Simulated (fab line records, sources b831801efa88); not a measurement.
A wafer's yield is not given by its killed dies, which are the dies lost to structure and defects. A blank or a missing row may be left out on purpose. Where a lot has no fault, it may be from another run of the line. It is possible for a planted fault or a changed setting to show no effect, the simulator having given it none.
Which of the tools did it? / flow gf180mcu / 11 lots, 33 wafers sampled, at 5 steps of a route of 602

## WHAT THE GAUGES READ, wafer by wafer
GF_V1_RS_MEAS_24: measures by four-point-probe. Usual: V1_W_RS gives 0.330 ohm/sq (standard deviation 0.0048).
lot=L828; measured=day 17 20:27; on=film_metro-01; V1_W_RS (ohm/sq)=0.328 0.321 0.329; flag=
lot=L831; measured=day 18 22:42; on=film_metro-03; V1_W_RS (ohm/sq)=0.327 0.328 0.333; flag=
lot=L830; measured=day 19 05:48; on=film_metro-04; V1_W_RS (ohm/sq)=0.338 0.329 0.329; flag=
lot=L833; measured=day 19 21:13; on=film_metro-04; V1_W_RS (ohm/sq)=0.330 0.327 0.321; flag=
lot=L839; measured=day 22 07:14; on=film_metro-04; V1_W_RS (ohm/sq)=0.330 0.331 0.329; flag=
lot=L844; measured=day 23 23:43; on=film_metro-04; V1_W_RS (ohm/sq)=0.332 0.323 0.324; flag=
lot=L845; measured=day 24 08:28; on=film_metro-03; V1_W_RS (ohm/sq)=0.324 0.332 0.330; flag=
lot=L848; measured=day 25 10:31; on=film_metro-03; V1_W_RS (ohm/sq)=0.337 0.336 0.338; flag=
lot=L849; measured=day 25 17:34; on=film_metro-03; V1_W_RS (ohm/sq)=0.334 0.333 0.334; flag=
lot=L850; measured=day 26 01:19; on=film_metro-01; V1_W_RS (ohm/sq)=0.329 0.332 0.332; flag=
lot=L851; measured=day 26 05:16; on=film_metro-03; V1_W_RS (ohm/sq)=0.338 0.331 0.335; flag=

GF_M2_RS_MEAS_05: measures by four-point-probe. Usual: M2_ALCU_RS gives 0.0696 ohm/sq (standard deviation 0.00085).
lot=L828; measured=day 17 21:10; on=film_metro-04; M2_ALCU_RS (ohm/sq)=0.0696 0.0702 0.0693; flag=
lot=L831; measured=day 18 23:24; on=film_metro-03; M2_ALCU_RS (ohm/sq)=0.0706 0.0695 0.0694; flag=
lot=L830; measured=day 19 06:30; on=film_metro-02; M2_ALCU_RS (ohm/sq)=0.0705 0.0695 0.0714; flag=
lot=L833; measured=day 19 21:58; on=film_metro-04; M2_ALCU_RS (ohm/sq)=0.0694 0.0685 0.0692; flag=
lot=L839; measured=day 22 07:56; on=film_metro-04; M2_ALCU_RS (ohm/sq)=0.0691 0.0683 0.0698 0.0692 0.0682 0.0701; flag=
lot=L844; measured=day 24 00:26; on=film_metro-03; M2_ALCU_RS (ohm/sq)=0.0711 0.0696 0.0714; flag=
lot=L845; measured=day 24 09:11; on=film_metro-03; M2_ALCU_RS (ohm/sq)=0.0701 0.0691 0.0697; flag=
lot=L848; measured=day 25 11:13; on=film_metro-03; M2_ALCU_RS (ohm/sq)=0.0702 0.0702 0.0696; flag=
lot=L849; measured=day 25 18:16; on=film_metro-03; M2_ALCU_RS (ohm/sq)=0.0675 0.0671 0.0681; flag=
lot=L850; measured=day 26 02:13; on=film_metro-03; M2_ALCU_RS (ohm/sq)=0.0695 0.0688 0.0688; flag=
lot=L851; measured=day 26 06:14; on=film_metro-04; M2_ALCU_RS (ohm/sq)=0.0699 0.0706 0.0707; flag=

## WHICH TOOL RAN EACH LOT (tool, then ch and the chambers of the sampled wafers, then the start)
lot=L828; GF_V1_ETCH_16=rie_diel-03 ch 2,3, day 17 19:34; GF_V1_CMP_26=cmp-02 ch 0,1, day 17 20:38; GF_M2_SPUTTER_00=pvd_sputter-03, day 17 20:56
lot=L831; GF_V1_ETCH_16=rie_diel-02 ch 0,2,3, day 18 21:49; GF_V1_CMP_26=cmp-02 ch 0,1,3, day 18 22:53; GF_M2_SPUTTER_00=pvd_sputter-02, day 18 23:11
lot=L830; GF_V1_ETCH_16=rie_diel-03 ch 1,2,3, day 19 04:55; GF_V1_CMP_26=cmp-01 ch 1,2,3, day 19 06:05; GF_M2_SPUTTER_00=pvd_sputter-03, day 19 06:17
lot=L833; GF_V1_ETCH_16=rie_diel-02 ch 0,1,2, day 19 20:18; GF_V1_CMP_26=cmp-01 ch 0,1,3, day 19 21:22; GF_M2_SPUTTER_00=pvd_sputter-02, day 19 21:40
lot=L839; GF_V1_ETCH_16=rie_diel-04 ch 0,3, day 22 06:21; GF_V1_CMP_26=cmp-01 ch 0,2, day 22 07:25; GF_M2_SPUTTER_00=pvd_sputter-02, day 22 07:43
lot=L844; GF_V1_ETCH_16=rie_diel-02 ch 1,2,3, day 23 22:49; GF_V1_CMP_26=cmp-01 ch 1,2,3, day 23 23:54; GF_M2_SPUTTER_00=pvd_sputter-03, day 24 00:12
lot=L845; GF_V1_ETCH_16=rie_diel-02 ch 0,1,2, day 24 07:34; GF_V1_CMP_26=cmp-02 ch 0,1,3, day 24 08:42; GF_M2_SPUTTER_00=pvd_sputter-04, day 24 08:57
lot=L848; GF_V1_ETCH_16=rie_diel-04 ch 0,2,3, day 25 09:36; GF_V1_CMP_26=cmp-01 ch 1,2,3, day 25 10:46; GF_M2_SPUTTER_00=pvd_sputter-02, day 25 10:58
lot=L849; GF_V1_ETCH_16=rie_diel-02 ch 0,2, day 25 16:34; GF_V1_CMP_26=cmp-02 ch 1,3, day 25 17:47; GF_M2_SPUTTER_00=pvd_sputter-04, day 25 18:02
lot=L850; GF_V1_ETCH_16=rie_diel-03 ch 0,2,3, day 26 00:18; GF_V1_CMP_26=cmp-01 ch 1,2,3, day 26 01:43; GF_M2_SPUTTER_00=pvd_sputter-02, day 26 01:58
lot=L851; GF_V1_ETCH_16=rie_diel-03 ch 0,2,3, day 26 04:21; GF_V1_CMP_26=cmp-01 ch 0,2, day 26 05:43; GF_M2_SPUTTER_00=pvd_sputter-03, day 26 05:58
- GF_V1_ETCH_16: etches BARC in N2/H2.
- GF_V1_CMP_26: polishes, stops on SiO2, t overpolish 15 s, target thk 0 nm.
- GF_M2_SPUTTER_00: material Ti, target thk 37.5 nm, time 150 s.

## WHAT THE TOOLS THEMSELVES READ (means of the sampled wafers that have a number; where no wafer has one, the mark that the record gives instead)
GF_V1_ETCH_16. Usual: drypump_motor_current_A 5.9 A, standard deviation 0.35; oes_product_au 0.854 a.u., standard deviation 0.0047; throttle_valve_pct 13.223 %, standard deviation 0.0082.
lot=L828; tool=rie_diel-03; drypump_motor_current_A (A)=6.0; oes_product_au (a.u.)=0.853; throttle_valve_pct (%)=13.218; flag=
lot=L831; tool=rie_diel-02; drypump_motor_current_A (A)=5.6; oes_product_au (a.u.)=0.849; throttle_valve_pct (%)=13.219; flag=
lot=L830; tool=rie_diel-03; drypump_motor_current_A (A)=6.0; oes_product_au (a.u.)=0.857; throttle_valve_pct (%)=13.219; flag=
lot=L833; tool=rie_diel-02; drypump_motor_current_A (A)=5.8; oes_product_au (a.u.)=0.857; throttle_valve_pct (%)=13.227; flag=
lot=L839; tool=rie_diel-04; drypump_motor_current_A (A)=6.2; oes_product_au (a.u.)=0.852; throttle_valve_pct (%)=13.223; flag=
lot=L844; tool=rie_diel-02; drypump_motor_current_A (A)=5.8; oes_product_au (a.u.)=0.850; throttle_valve_pct (%)=13.223; flag=
lot=L845; tool=rie_diel-02; drypump_motor_current_A (A)=5.8; oes_product_au (a.u.)=0.853; throttle_valve_pct (%)=13.230; flag=
lot=L848; tool=rie_diel-04; drypump_motor_current_A (A)=6.3; oes_product_au (a.u.)=0.858; throttle_valve_pct (%)=13.230; flag=
lot=L849; tool=rie_diel-02; drypump_motor_current_A (A)=5.5; oes_product_au (a.u.)=0.856; throttle_valve_pct (%)=13.219; flag=
lot=L850; tool=rie_diel-03; drypump_motor_current_A (A)=6.1; oes_product_au (a.u.)=0.853; throttle_valve_pct (%)=13.223; flag=
lot=L851; tool=rie_diel-03; drypump_motor_current_A (A)=6.2; oes_product_au (a.u.)=0.855; throttle_valve_pct (%)=13.216; flag=

GF_V1_CMP_26. Usual: motor_current_A 11.0 A, standard deviation 1.2; overpolish_run_s 15.001 s, standard deviation 0.0082; platen_rpm 59.99 rpm, standard deviation 0.039; retaining_ring_pressure_frac 1.000, standard deviation 0.0045; time_to_endpoint_s 82 s, standard deviation 4.3.
lot=L828; tool=cmp-02; motor_current_A (A)=11.0; overpolish_run_s (s)=15.007; platen_rpm (rpm)=59.97; retaining_ring_pressure_frac=1.002; time_to_endpoint_s (s)=84; flag=
lot=L831; tool=cmp-02; motor_current_A (A)=10.4; overpolish_run_s (s)=15.002; platen_rpm (rpm)=59.95; retaining_ring_pressure_frac=1.000; time_to_endpoint_s (s)=84; flag=
lot=L830; tool=cmp-01; motor_current_A (A)=10.8; overpolish_run_s (s)=15.000; platen_rpm (rpm)=60.01; retaining_ring_pressure_frac=0.999; time_to_endpoint_s (s)=81; flag=
lot=L833; tool=cmp-01; motor_current_A (A)=10.9; overpolish_run_s (s)=15.006; platen_rpm (rpm)=60.01; retaining_ring_pressure_frac=1.002; time_to_endpoint_s (s)=80; flag=
lot=L839; tool=cmp-01; motor_current_A (A)=12.0; overpolish_run_s (s)=14.998; platen_rpm (rpm)=59.99; retaining_ring_pressure_frac=0.996; time_to_endpoint_s (s)=74; flag=
lot=L844; tool=cmp-01; motor_current_A (A)=10.7; overpolish_run_s (s)=15.000; platen_rpm (rpm)=60.00; retaining_ring_pressure_frac=0.997; time_to_endpoint_s (s)=78; flag=
lot=L845; tool=cmp-02; motor_current_A (A)=10.6; overpolish_run_s (s)=15.000; platen_rpm (rpm)=59.98; retaining_ring_pressure_frac=0.995; time_to_endpoint_s (s)=85; flag=
lot=L848; tool=cmp-01; motor_current_A (A)=11.0; overpolish_run_s (s)=14.999; platen_rpm (rpm)=59.96; retaining_ring_pressure_frac=0.999; time_to_endpoint_s (s)=82; flag=
lot=L849; tool=cmp-02; motor_current_A (A)=10.3; overpolish_run_s (s)=14.995; platen_rpm (rpm)=60.02; retaining_ring_pressure_frac=1.004; time_to_endpoint_s (s)=83; flag=
lot=L850; tool=cmp-01; motor_current_A (A)=10.9; overpolish_run_s (s)=15.007; platen_rpm (rpm)=60.00; retaining_ring_pressure_frac=1.001; time_to_endpoint_s (s)=81; flag=
lot=L851; tool=cmp-01; motor_current_A (A)=11.7; overpolish_run_s (s)=15.002; platen_rpm (rpm)=60.03; retaining_ring_pressure_frac=0.995; time_to_endpoint_s (s)=80; flag=

GF_M2_SPUTTER_00. Usual: throttle_valve_pct 30.1 %, standard deviation 0.86.
lot=L828; tool=pvd_sputter-03; throttle_valve_pct (%)=29.3; flag=
lot=L831; tool=pvd_sputter-02; throttle_valve_pct (%)=30.6; flag=
lot=L830; tool=pvd_sputter-03; throttle_valve_pct (%)=28.9; flag=
lot=L833; tool=pvd_sputter-02; throttle_valve_pct (%)=31.0; flag=
lot=L839; tool=pvd_sputter-02; throttle_valve_pct (%)=30.6; flag=
lot=L844; tool=pvd_sputter-03; throttle_valve_pct (%)=29.4; flag=
lot=L845; tool=pvd_sputter-04; throttle_valve_pct (%)=29.5; flag=
lot=L848; tool=pvd_sputter-02; throttle_valve_pct (%)=31.2; flag=
lot=L849; tool=pvd_sputter-04; throttle_valve_pct (%)=29.4; flag=
lot=L850; tool=pvd_sputter-02; throttle_valve_pct (%)=30.2; flag=
lot=L851; tool=pvd_sputter-03; throttle_valve_pct (%)=28.5; flag=

## THE ANSWER, worked out from the rows above alone
Rule: lot off if the mean of its wafers having a number is beyond 3 standard deviations from the usual mean. A lot without any number at a reading at which 4 lots or more have one is off too. The other lots that the step has rows for count as sound. First the gauges in route order, then the tools' own readings, where a lot's mean is used as printed above. At the first step where some lot is off, the reading lying furthest off is the one used; lots without a number count as furthest.
Across all readings shown, no lot is off: no conclusion can be drawn from this.

## WHAT THE SIMULATOR PUT IN
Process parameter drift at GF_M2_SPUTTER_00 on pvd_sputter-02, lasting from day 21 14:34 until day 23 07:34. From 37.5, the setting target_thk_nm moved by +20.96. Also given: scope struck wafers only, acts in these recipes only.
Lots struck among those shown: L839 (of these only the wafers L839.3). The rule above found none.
